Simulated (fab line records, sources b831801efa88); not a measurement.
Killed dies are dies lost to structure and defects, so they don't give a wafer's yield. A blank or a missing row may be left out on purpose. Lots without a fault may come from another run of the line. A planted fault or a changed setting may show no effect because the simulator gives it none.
fab line records | flow gf180mcu
record lots=13 wafers=39 last_day=34
route steps=602 shown DNWELL@34 V1@340 M3@409 V3@451
lots that met no fault: from a run of the same line without faults
start_h: hours from the record's first day to the start of the lot's first wafer shown | wait_h: hours since the lot's step before | " the same as in the row above | L1.1+2: a row that stands for several wafers | - no value, or no start given | * or withheld: withheld | < > ~ a bound
route shown NAME@n: a module of which the file shows steps, and the number in the route of the first | usual: mean/standard deviation of fault-free wafers | same: alike in all rows | chamber/n: place in a boat | sites: the reading at each site | _std_site: their standard deviation | _edge_site: outer sites' mean less inner sites' | radius_mm: how far each site lies from the wafer's centre | mask NAME#n: copy n | behind: the tool/chamber that last shaped the wafer | hold: why the lot was held/for how many hours/how that ended | device: the transistor (n, p or np) that didn't switch | end of line: the same wafers' tests at the end of the route | a step without rows: its recipe alone | killed: dies lost to structure and defects at the first sort, not the wafer's yield | map: a wafer's dies, x killed, . not, _ none there
set.NAME: the setting as run; set.NAME@STEP: as run at that earlier step | model.NAME: the simulator's own value behind a step, which no gauge read
steps of the route over a sample of lots; a table a step, a row a wafer
services: from which hour (start_h, from the record's first day; less than 0 if before it) a tool's chamber was out of use, for how many hours, and why
## steps
# step GF_DNWELL_COAT_02
# recipe spin_rpm=2000 resist_thk_nm=3000
# usual dispense_pressure_kPa=49.9/1.5 spin_speed_rpm=2000.2/1.1
# columns lot.wafer tool chamber start_h wait_h dispense_pressure_kPa spin_speed_rpm
L724.1 litho_track-03 0 36.11 0.1 49.3 1999.8
L724.2 " 0 " " 49.3 2001.9
L724.4 " 0 " " 49.3 2000.0
L725.2 litho_track-01 0 40.74 0.1 51.7 2000.9
L725.3 " 0 " " 51.7 2001.3
L725.4 " 0 " " 51.7 2000.3
L726.1 litho_track-03 0 46.51 0.1 49.3 2001.0
L726.2 " 0 " " 49.3 2001.9
L726.4 " 0 " " 49.3 2001.0
L727.1 litho_track-03 0 51.41 0.1 49.3 1999.7
L727.3 " 0 " " 49.3 1998.9
L727.5 " 0 " " 49.3 1999.3
L728.1 litho_track-03 0 55.71 0.1 49.3 1999.4
L728.2 " 0 " " 49.3 1999.7
L728.3 " 0 " " 49.3 2002.9
L733.3 litho_track-03 0 81.56 0.1 49.4 1793.9
L733.5 " 0 " " 49.3 1794.1
L733.6 " 0 " " 49.3 1794.8
L734.1 litho_track-03 0 93.21 0.1 49.3 1794.6
L734.3 " 0 " " 49.3 1794.8
L734.5 " 0 " " 49.3 1794.9
L735.1 litho_track-01 0 96.77 0.1 51.7 1998.6
L735.4 " 0 " " 51.7 2000.6
L735.5 " 0 " " 51.7 1998.5
L742.1 litho_track-01 0 131.37 0.1 51.7 2001.5
L742.4 " 0 " " 51.6 2000.9
L742.6 " 0 " " 51.7 2000.2
L743.2 litho_track-01 0 136.19 0.1 51.6 2001.3
L743.3 " 0 " " 51.7 1998.2
L743.5 " 0 " " 51.6 2000.0
L745.4 litho_track-03 0 147.88 0.1 49.3 1999.2
L745.5 " 0 " " 49.3 1999.6
L745.6 " 0 " " 49.3 1999.6
L746.2 litho_track-01 0 150.24 0.1 51.6 2001.1
L746.3 " 0 " " 51.6 2000.6
L746.6 " 0 " " 51.7 2001.5
L747.1 litho_track-01 0 161.21 0.1 51.6 1999.8
L747.2 " 0 " " 51.6 2001.0
L747.5 " 0 " " 51.6 1999.2
# step GF_DNWELL_STRIP_08
# recipe chemistry=O2/N2 power_w=1400 pressure_mtorr=1500 platen_temp_c=250 o2_flow_sccm=3000 n2_flow_sccm=300 overash_fraction=0.5
# usual drypump_motor_current_A=5.8/0.6 heater_power_w=321/24 oes_product_au=0.722/0.0046 platen_temp_c=250.03/0.18 strip_time_to_endpoint_s=36.97/0.098
# columns lot.wafer tool chamber start_h wait_h drypump_motor_current_A heater_power_w oes_product_au platen_temp_c rf_hours_counter_h strip_time_to_endpoint_s
L724.1 plasma_asher-03 1 42.46 0.1 5.2 321 0.709 250.16 38 36.93
L724.2 " 0 " " 6.6 360 0.715 250.19 38 36.90
L724.4 " 1 " " 5.1 331 0.722 250.17 - 36.83
L725.2 plasma_asher-03 0 47.92 0.1 6.7 353 0.728 249.91 39 36.91
L725.3 " 0 " " 6.6 358 0.723 249.96 - 36.87
L725.4 " 1 " " 5.2 317 0.724 249.94 - 37.04
L726.1 plasma_asher-03 0 53.52 0.1 6.7 354 0.722 249.68 39 37.20
L726.2 " 1 " " 5.2 322 0.717 250.06 39 37.13
L726.4 " 1 " " 5.2 323 0.718 249.98 - 37.14
L727.1 plasma_asher-02 0 57.92 0.1 5.7 297 0.723 249.93 43 37.00
L727.3 " 0 " " 5.7 296 0.724 250.01 - 37.05
L727.5 " 1 " " 5.6 319 0.724 250.11 - 37.05
L728.1 plasma_asher-03 0 63.11 0.1 6.6 362 0.727 249.80 40 37.04
L728.2 " 1 " " 5.2 324 0.723 250.10 40 37.02
L728.3 " 1 " " 5.2 322 0.721 250.12 - 37.04
L733.3 plasma_asher-03 0 88.64 0.1 6.6 351 0.719 249.89 - 38.83
L733.5 " 1 " " 5.2 317 0.724 250.10 - 38.90
L733.6 " 0 " " 6.7 357 0.728 249.99 - 38.97
L734.1 plasma_asher-01 0 100.46 0.1 5.4 277 0.723 249.80 30 38.79
L734.3 " 1 " " 6.4 272 0.713 250.26 - 38.86
L734.5 " 1 " " 6.4 291 0.720 250.15 - 38.73
L735.1 plasma_asher-03 0 103.32 0.1 6.7 358 0.721 250.06 45 37.01
L735.4 " 0 " " 6.7 355 0.720 250.24 - 36.84
L735.5 " 0 " " 6.7 347 0.728 250.24 - 36.81
L742.1 plasma_asher-02 1 139.40 0.1 5.6 308 0.723 250.13 2 36.88
L742.4 " 0 " " 5.7 313 0.722 250.23 - 36.87
L742.6 " 0 " " 5.7 311 0.725 250.07 - 36.94
L743.2 plasma_asher-02 0 144.80 0.1 5.7 325 0.719 249.93 3 37.06
L743.3 " 0 " " 5.7 323 0.715 250.01 - 36.96
L743.5 " 1 " " 5.6 307 0.722 249.79 - 37.01
L745.4 plasma_asher-03 1 156.09 0.1 5.2 321 0.722 250.24 - 36.85
L745.5 " 1 " " 5.2 330 0.730 250.03 - 36.95
L745.6 " 0 " " 6.7 348 0.727 249.80 - 37.02
L746.2 plasma_asher-02 0 158.31 0.1 5.7 315 0.719 250.24 4 36.95
L746.3 " 0 " " 5.7 326 0.723 250.13 - 37.07
L746.6 " 1 " " 5.6 313 0.720 249.71 - 37.00
L747.1 plasma_asher-01 1 169.41 0.1 6.5 279 0.719 250.24 37 36.77
L747.2 " 0 " " 5.4 282 0.727 250.44 37 36.76
L747.5 " 1 " " 6.5 281 0.723 250.06 - 36.78
# step GF_V1_BOW_MEAS_05
# recipe mode=bow
# usual V1_BOW=81/6.8
# columns lot.wafer tool chamber start_h wait_h V1_BOW[um]
L724.1 film_metro-01 - 380.79 0.1 82
L724.2 " - " " 88
L724.4 " - " " 67
L725.2 film_metro-03 - 391.45 0.2 96
L725.3 " - " " 84
L725.4 " - " " 88
L726.1 film_metro-03 - 402.96 0.1 84
L726.2 " - " " 82
L726.4 " - " " 81
L727.1 film_metro-01 - 410.92 0.2 83
L727.3 " - " " 83
L727.5 " - " " 74
L728.1 film_metro-01 - 421.77 0.1 84
L728.2 " - " " 86
L728.3 " - " " 83
L733.3 film_metro-03 - 472.32 0.1 76
L733.5 " - " " 86
L733.6 " - " " 87
L735.1 film_metro-03 - 489.90 0.1 80
L735.4 " - " " 89
L735.5 " - " " 83
L734.1 film_metro-03 - 490.78 0.1 84
L734.3 " - " " 88
L734.5 " - " " 71
L742.1 film_metro-02 - 551.96 0.1 83
L742.4 " - " " 81
L742.6 " - " " 73
L743.2 film_metro-03 - 554.45 0.3 70
L743.3 " - " " 81
L743.5 " - " " 78
L745.4 film_metro-02 - 571.53 0.3 80
L745.5 " - " " 78
L745.6 " - " " 85
L746.2 film_metro-03 - 578.86 0.2 78
L746.3 " - " " 82
L746.6 " - " " 79
L747.1 film_metro-02 - 586.73 0.2 79
L747.2 " - " " 84
L747.5 " - " " 73
# step GF_M3_SPUTTER_00
# recipe material=Ti target_thk_nm=37.5 arriving_ion_energy_ev=80 substrate_temp_c=200 chamber_pressure_pa=2 power_w=4000 time_s=150
# usual throttle_valve_pct=29.6/1.1
# columns lot.wafer tool chamber start_h wait_h throttle_valve_pct
L724.1 pvd_sputter-04 - 456.51 0.2 28.3
L724.2 " - " " 29.2
L724.4 " - " " 30.6
L725.2 pvd_sputter-02 - 468.69 0.1 30.3
L725.3 " - " " 28.0
L725.4 " - " " 29.7
L726.1 pvd_sputter-03 - 480.96 0.2 30.5
L726.2 " - " " 28.5
L726.4 " - " " 30.1
L727.1 pvd_sputter-02 - 487.46 0.2 31.4
L727.3 " - " " 30.3
L727.5 " - " " 31.3
L728.1 pvd_sputter-02 - 499.57 0.1 28.2
L728.2 " - " " 30.5
L728.3 " - " " 29.4
L733.3 pvd_sputter-02 - 547.02 0.1 31.2
L733.5 " - " " 29.6
L733.6 " - " " 27.9
L735.1 pvd_sputter-02 - 562.97 0.1 30.2
L735.4 " - " " 31.3
L735.5 " - " " 29.6
L734.1 pvd_sputter-02 - 565.27 0.2 29.3
L734.3 " - " " 31.3
L734.5 " - " " 28.1
L742.1 pvd_sputter-04 - 621.30 0.1 29.1
L742.4 " - " " 28.1
L742.6 " - " " 29.3
L743.2 pvd_sputter-02 - 622.73 0.2 29.9
L743.3 " - " " 31.3
L743.5 " - " " 31.3
L745.4 pvd_sputter-02 - 638.25 0.3 29.5
L745.5 " - " " 30.1
L745.6 " - " " 31.2
L746.2 pvd_sputter-03 - 646.53 0.2 28.7
L746.3 " - " " 31.7
L746.6 " - " " 31.7
L747.1 pvd_sputter-04 - 653.67 0.2 31.0
L747.2 " - " " 27.9
L747.5 " - " " 28.0
# step GF_V3_SPUTTER_22
# recipe material=TiN target_thk_nm=10 chamber_pressure_pa=5 power_w=4000 time_s=40
# usual throttle_valve_pct=30.0/1
# columns lot.wafer tool chamber start_h wait_h throttle_valve_pct
L724.1 pvd_sputter-03 - 507.45 0.0 31.7
L724.2 " - " " 30.5
L724.4 " - " " 30.0
L725.2 pvd_sputter-03 - 518.83 0.0 30.1
L725.3 " - " " 30.6
L725.4 " - " " 28.6
L726.1 pvd_sputter-02 - 530.14 0.0 30.1
L726.2 " - " " 28.1
L726.4 " - " " 31.4
L727.1 pvd_sputter-02 - 536.96 0.0 27.9
L727.3 " - " " 31.4
L727.5 " - " " 30.1
L728.1 pvd_sputter-01 - 548.69 0.0 29.3
L728.2 " - " " 30.9
L728.3 " - " " 28.9
L733.3 pvd_sputter-02 - 592.45 0.0 31.4
L733.5 " - " " 30.2
L733.6 " - " " 31.4
L735.1 pvd_sputter-03 - 607.92 0.0 30.3
L735.4 " - " " 30.5
L735.5 " - " " 28.7
L734.1 pvd_sputter-01 - 610.42 0.0 29.2
L734.3 " - " " 31.1
L734.5 " - " " 29.1
L742.1 pvd_sputter-01 - 663.74 0.0 29.4
L742.4 " - " " 29.0
L742.6 " - " " 30.8
L743.2 pvd_sputter-02 - 664.13 0.0 28.1
L743.3 " - " " 29.7
L743.5 " - " " 30.2
L745.4 pvd_sputter-03 - 678.89 0.0 28.5
L745.5 " - " " 31.7
L745.6 " - " " 28.8
L746.2 pvd_sputter-02 - 687.18 0.0 29.9
L746.3 " - " " 29.6
L746.6 " - " " 31.3
L747.1 pvd_sputter-01 - 694.40 0.0 31.0
L747.2 " - " " 30.9
L747.5 " - " " 29.4
## services
# columns tool chamber start_h hours kind
pvd_sputter-03 - 31.73 2.0 repair
pvd_sputter-02 - 56.57 1.0 repair
plasma_asher-02 - 75.22 1.4 repair
plasma_asher-02 - 108.75 9.0 pm
pvd_sputter-03 - 111.07 2.0 repair
pvd_sputter-03 - 128.70 8.9 repair
plasma_asher-03 - 156.97 2.8 repair
pvd_sputter-03 - 171.90 2.0 repair
plasma_asher-03 - 242.67 0.6 repair
pvd_sputter-02 - 272.46 3.5 repair
pvd_sputter-02 - 333.51 23.9 repair
pvd_sputter-03 - 347.93 6.9 repair
pvd_sputter-03 - 371.97 2.6 repair
pvd_sputter-02 - 383.61 40.9 repair
pvd_sputter-02 - 391.13 2.0 repair
pvd_sputter-02 - 405.90 9.4 repair
plasma_asher-03 - 412.43 2.8 pm
pvd_sputter-03 - 412.98 2.9 repair
plasma_asher-03 - 421.25 9.0 pm
pvd_sputter-03 - 433.11 4.0 repair
pvd_sputter-03 - 456.77 11.1 repair
pvd_sputter-03 - 529.51 9.7 repair
pvd_sputter-02 - 620.63 1.9 repair
plasma_asher-03 - 653.94 0.3 repair
## key
first_sign step=GF_DNWELL_COAT_02 reading=spin_speed_rpm direction=down sigmas=99+ usual=* struck=*
effect step=GF_DNWELL_STRIP_08 reading=strip_time_to_endpoint_s direction=up sigmas=19 usual=* struck=*
met_at GF_DNWELL_COAT_02
struck_lots L733,L734
tester_left_out L733,L734
not_acting_at GF_V1_BOW_MEAS_05,GF_M3_SPUTTER_00,GF_V3_SPUTTER_22
onset_between 55.71 81.56
fault kind=process_parameter_drift tool=litho_track-03 chamber=- onset_h=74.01 steps=GF_DNWELL_COAT_02 channel=spin_rpm offset=* shape=step end_h=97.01 acts_in=* stated=*
# tester_left_out: of these lots the tester's yield and bins aren't shown, on N5 and GAA mostly nor the transistor test; their killed dies are dies lost to structure and defects alone, not to doping, threshold or leakage, so they don't give the yield
